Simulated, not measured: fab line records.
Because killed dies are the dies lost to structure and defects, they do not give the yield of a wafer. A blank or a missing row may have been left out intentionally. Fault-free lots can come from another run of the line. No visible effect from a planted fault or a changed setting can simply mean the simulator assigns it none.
Which tool was responsible? | flow sfq_line | 15 lots, 45 wafers sampled, at 4 steps of a route of 325

## WHAT THE GAUGES READ, wafer by wafer
The record lacks any reading of a measuring or inspecting step that a usual standard deviation could be used to judge.

## EACH LOT AND THE TOOL THAT RAN IT (in order: tool; ch and the chambers of the sampled wafers; start)
lot  | SFQ_TRILAYER_I4_CMP_CMP_100   | SFQ_TRILAYER_I4_METRO_MEASURE_101 | SFQ_TRILAYER_I4_VIA_ETCH_VIA_ETCH_106 | SFQ_TRILAYER_I7_VIA_STRIP_STRIP_191
L443 | cmp-02 ch 0,1,2, day 56 22:32 | film_metro-02, day 57 01:39       | rie_diel-02 ch 1,2,3, day 57 05:11    | rie_metal-04 ch 0,1, day 80 22:41
L444 | cmp-02 ch 1,3, day 58 03:03   | film_metro-01, day 58 05:40       | rie_diel-04 ch 0,3, day 58 09:52      | rie_metal-02 ch 1, day 82 05:32
L445 | cmp-02 ch 0,1, day 58 09:55   | film_metro-01, day 58 13:14       | rie_diel-02 ch 0,3, day 58 16:33      | rie_metal-04 ch 0,1, day 82 09:08
L447 | cmp-01 ch 0,2,3, day 58 22:57 | film_metro-02, day 59 02:16       | rie_diel-01 ch 1,3, day 59 06:31      | rie_metal-02 ch 1, day 82 16:10
L448 | cmp-01 ch 2,3, day 59 06:39   | film_metro-02, day 59 09:16       | rie_diel-04 ch 0,3, day 59 13:43      | rie_metal-04 ch 0,1, day 82 17:22
L449 | cmp-01 ch 1,2,3, day 60 06:16 | film_metro-03, day 60 09:23       | rie_diel-04 ch 0,2,3, day 60 13:45    | rie_metal-04 ch 0,1, day 85 18:07
L450 | cmp-01 ch 1,2, day 60 15:10   | film_metro-02, day 60 17:47       | rie_diel-02 ch 0,1, day 61 00:30      | rie_metal-03 ch 0,1, day 89 14:40
L458 | cmp-01 ch 0,1,3, day 63 03:14 | film_metro-02, day 63 06:33       | rie_diel-04 ch 0,2,3, day 66 17:07    | rie_metal-04 ch 0, day 96 17:46
L459 | cmp-01 ch 0,3, day 63 06:14   | film_metro-03, day 63 09:21       | rie_diel-01 ch 1,2, day 66 19:31      | rie_metal-03 ch 0,1, day 96 19:58
L460 | cmp-01 ch 0,1,2, day 63 10:14 | film_metro-03, day 63 12:21       | rie_diel-01 ch 0,1,2, day 66 23:07    | rie_metal-04 ch 0, day 96 21:10
L462 | cmp-01 ch 0,3, day 63 16:49   | film_metro-03, day 63 20:20       | rie_diel-02 ch 1,2, day 67 05:07      | rie_metal-03 ch 0,1, day 97 06:38
L463 | cmp-01 ch 0,1,2, day 63 23:49 | film_metro-02, day 64 02:20       | rie_diel-02 ch 0,1,3, day 67 11:07    | rie_metal-04 ch 0,1, day 97 09:02
L464 | cmp-01 ch 0,1,3, day 64 01:49 | film_metro-03, day 64 05:08       | rie_diel-04 ch 0,1,3, day 67 14:43    | rie_metal-04 ch 0,1, day 97 19:38
L465 | cmp-02 ch 0,2,3, day 64 04:00 | film_metro-01, day 64 06:07       | rie_diel-02 ch 0,1,2, day 67 15:55    | rie_metal-04 ch 0,1, day 98 01:38
L466 | cmp-01 ch 0,1,2, day 64 20:49 | film_metro-02, day 64 22:56       | rie_diel-01 ch 0,2,3, day 68 10:10    | rie_metal-02 ch 0,1, day 98 08:50
- SFQ_TRILAYER_I4_CMP_CMP_100: polishes SiO2.
- SFQ_TRILAYER_I4_METRO_MEASURE_101
- SFQ_TRILAYER_I4_VIA_ETCH_VIA_ETCH_106: etches SiO2 in CHF3, stops on Nb, target depth 260 nm.
- SFQ_TRILAYER_I7_VIA_STRIP_STRIP_191: strips in O2.

## AS READ BY THE TOOLS THEMSELVES (means over the sampled wafers that have a number; for cases with no such wafer, the mark the record gives instead)
SFQ_TRILAYER_I4_CMP_CMP_100.
lot  | tool   | edge_zone_pressure_frac | motor_current_A (A) | platen_rpm (rpm) | slurry_flow_ml_min | time_to_endpoint_s (s)
L443 | cmp-02 | 1.000                   | 10.2                | 59.99            | 150.1              | 214
L444 | cmp-02 | 0.996                   | 10.9                | 59.98            | 150.1              | 213
L445 | cmp-02 | 0.997                   | 10.6                | 59.98            | 150.0              | 213
L447 | cmp-01 | 0.998                   | 10.0                | 59.97            | 149.8              | 215
L448 | cmp-01 | 1.002                   | 9.4                 | 59.98            | 150.3              | 196
L449 | cmp-01 | 1.002                   | 10.5                | 59.96            | 149.8              | 199
L450 | cmp-01 | 1.003                   | 10.3                | 60.03            | 149.9              | 200
L458 | cmp-01 | 1.002                   | 10.4                | 60.01            | 150.2              | 214
L459 | cmp-01 | 1.002                   | 9.9                 | 59.95            | 149.6              | 212
L460 | cmp-01 | 0.995                   | 10.3                | 59.97            | 149.4              | 213
L462 | cmp-01 | 1.002                   | 10.5                | 59.96            | 149.8              | 210
L463 | cmp-01 | 1.000                   | 10.1                | 60.03            | 150.0              | 210
L464 | cmp-01 | 1.007                   | 10.6                | 60.02            | 150.2              | 209
L465 | cmp-02 | 1.004                   | 10.9                | 60.01            | 149.5              | 228
L466 | cmp-01 | 1.000                   | 10.2                | 60.05            | 150.3              | 211

SFQ_TRILAYER_I4_METRO_MEASURE_101.
lot  | tool          | thk_nm (nm)
L443 | film_metro-02 | 200.9
L444 | film_metro-01 | 199.0
L445 | film_metro-01 | 200.3
L447 | film_metro-02 | 199.2
L448 | film_metro-02 | 219.1
L449 | film_metro-03 | 220.4
L450 | film_metro-02 | 221.1
L458 | film_metro-02 | 199.6
L459 | film_metro-03 | 198.3
L460 | film_metro-03 | 200.6
L462 | film_metro-03 | 199.4
L463 | film_metro-02 | 199.4
L464 | film_metro-03 | 200.0
L465 | film_metro-01 | 200.6
L466 | film_metro-02 | 200.5

SFQ_TRILAYER_I4_VIA_ETCH_VIA_ETCH_106.
lot  | tool        | drypump_motor_current_A (A) | oes_product_au (a.u.)
L443 | rie_diel-02 | 5.7                         | 0.853
L444 | rie_diel-04 | 5.9                         | 0.851
L445 | rie_diel-02 | 6.3                         | 0.856
L447 | rie_diel-01 | 5.8                         | 0.853
L448 | rie_diel-04 | 6.0                         | 0.902
L449 | rie_diel-04 | 5.8                         | 0.904
L450 | rie_diel-02 | 6.3                         | 0.905
L458 | rie_diel-04 | 5.8                         | 0.855
L459 | rie_diel-01 | 5.6                         | 0.850
L460 | rie_diel-01 | 5.8                         | 0.857
L462 | rie_diel-02 | 5.9                         | 0.850
L463 | rie_diel-02 | 5.9                         | 0.852
L464 | rie_diel-04 | 6.0                         | 0.854
L465 | rie_diel-02 | 6.1                         | 0.859
L466 | rie_diel-01 | 5.5                         | 0.857

SFQ_TRILAYER_I7_VIA_STRIP_STRIP_191.
lot  | tool         | drypump_motor_current_A (A) | he_backside_leak_sccm (sccm) | oes_product_au (a.u.)
L443 | rie_metal-04 | 6.3                         | 3.78                         | 1.006
L444 | rie_metal-02 | 6.3                         | 3.46                         | 1.001
L445 | rie_metal-04 | 6.5                         | 3.62                         | 1.012
L447 | rie_metal-02 | 6.4                         | 3.48                         | 1.010
L448 | rie_metal-04 | 6.5                         | 3.63                         | 1.011
L449 | rie_metal-04 | 6.3                         | 3.56                         | 0.999
L450 | rie_metal-03 | 5.8                         | 3.69                         | 0.997
L458 | rie_metal-04 | 6.7                         | 4.04                         | 0.999
L459 | rie_metal-03 | 5.5                         | 3.37                         | 0.982
L460 | rie_metal-04 | 6.7                         | 3.67                         | 1.011
L462 | rie_metal-03 | 5.5                         | 3.79                         | 0.994
L463 | rie_metal-04 | 6.5                         | 3.72                         | 1.003
L464 | rie_metal-04 | 6.5                         | 3.62                         | 1.010
L465 | rie_metal-04 | 6.5                         | 3.69                         | 1.006
L466 | rie_metal-02 | 5.9                         | 3.53                         | 0.996

## THE ANSWER, worked out from the rows above alone
Rule: the lots themselves supply what counts as usual. Put in order of their means at a reading, lots are off if they are a third of the lots or fewer, leave a main group of 4 or more, and stand apart from it by a gap of 3 or more times the standard deviation of the main group's means; of several such gaps the widest counts. A main group is skipped when, at the precision printed for the reading in the tables above, its means are all equal. Also off: a lot with no number at a reading for which 4 or more lots have one. Any other lot the step has rows for is counted as sound. After the gauges, taken in route order, come the tools' own readings; for these a lot's mean is taken, as printed above. The first step at which some lot is off is used, and at that step the reading that is off furthest; a lot without a number counts as furthest.
Off, at SFQ_TRILAYER_I4_METRO_MEASURE_101 on thk_nm: L448, L449, L450. The main group: mean 199.8 nm, standard deviation 0.76.
If a tool, at that step or one of the process steps before it, ran each lot that is off and ran no sound lot following the first of them, it fits. None of those tried fits.

## WHAT HAD BEEN PUT IN BY THE SIMULATOR
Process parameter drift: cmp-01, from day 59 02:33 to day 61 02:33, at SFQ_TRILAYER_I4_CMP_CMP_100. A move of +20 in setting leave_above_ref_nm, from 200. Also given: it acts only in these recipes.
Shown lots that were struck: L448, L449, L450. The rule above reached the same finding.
